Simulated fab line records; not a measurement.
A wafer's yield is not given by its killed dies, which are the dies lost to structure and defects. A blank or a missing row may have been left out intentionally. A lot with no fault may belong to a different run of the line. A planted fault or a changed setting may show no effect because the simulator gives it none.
What tool caused it? :: flow sky130 :: 6 lots with 18 wafers sampled at 2 steps, on a route of 708 steps

== WHAT THE GAUGES SHOWED, per wafer ==
SKY_VT_ADJUST_LVTN_TW_MEAS_10.
lot: L557
measured: day 7 04:30
on: film-metro-04
VT_ADJUST_LVTN_TW: 243.1 243.4 243.4

lot: L559
measured: day 7 22:46
on: film-metro-02
VT_ADJUST_LVTN_TW: 241.3 242.0 240.7

lot: L562
measured: day 8 18:19
on: film-metro-04
VT_ADJUST_LVTN_TW: 242.7 243.6 242.7

lot: L569
measured: day 10 04:04
on: film-metro-03
VT_ADJUST_LVTN_TW: 127.4 127.6 128.4

lot: L571
measured: day 10 16:16
on: film-metro-02
VT_ADJUST_LVTN_TW: 242.5 242.6 243.0

lot: L573
measured: day 11 03:58
on: film-metro-04
VT_ADJUST_LVTN_TW: 242.1 240.8 241.9

== WHAT TOOL EACH LOT RAN ON (gives the tool, then ch and the chambers of the sampled wafers, and finally the start) ==
lot: L557
SKY_VT_ADJUST_LVTN_IMPLANT_08: implanter-02 ch 0, day 7 04:15

lot: L559
SKY_VT_ADJUST_LVTN_IMPLANT_08: implanter-04 ch 0, day 7 22:33

lot: L562
SKY_VT_ADJUST_LVTN_IMPLANT_08: implanter-04 ch 0, day 8 18:04

lot: L569
SKY_VT_ADJUST_LVTN_IMPLANT_08: implanter-01 ch 0, day 10 03:50

lot: L571
SKY_VT_ADJUST_LVTN_IMPLANT_08: implanter-04 ch 0, day 10 16:01

lot: L573
SKY_VT_ADJUST_LVTN_IMPLANT_08: implanter-02 ch 0, day 11 03:43
- SKY_VT_ADJUST_LVTN_IMPLANT_08

== THE ANSWER, worked out from the rows above alone ==
Rule: the usual values come from the lots themselves. Put in order of their means at a reading, lots are off if they are a third of the lots or fewer, leave a main group of 4 or more, and stand apart from it by a gap of 3 or more times the standard deviation of the main group's means; of several such gaps the widest counts. Not used: any main group whose means are identical at the precision the tables above print for the reading. Also off: a lot with no number at a reading for which 4 or more lots have one. All remaining lots with rows at the step are treated as sound.
Off: at SKY_VT_ADJUST_LVTN_TW_MEAS_10 (VT_ADJUST_LVTN_TW), L569. For the main group the mean is 242.4 and the standard deviation 0.78.
A tool fits if, at a process step before that reading, it ran every lot that is off, and no sound lot after the first of them. Those tools and the gauges at SKY_VT_ADJUST_LVTN_TW_MEAS_10 are tried in the same way. Can't be told from this: 2 tools fit, implanter-01 at SKY_VT_ADJUST_LVTN_IMPLANT_08, film-metro-03 at SKY_VT_ADJUST_LVTN_TW_MEAS_10.

== WHAT THE SIMULATOR HAD INSERTED ==
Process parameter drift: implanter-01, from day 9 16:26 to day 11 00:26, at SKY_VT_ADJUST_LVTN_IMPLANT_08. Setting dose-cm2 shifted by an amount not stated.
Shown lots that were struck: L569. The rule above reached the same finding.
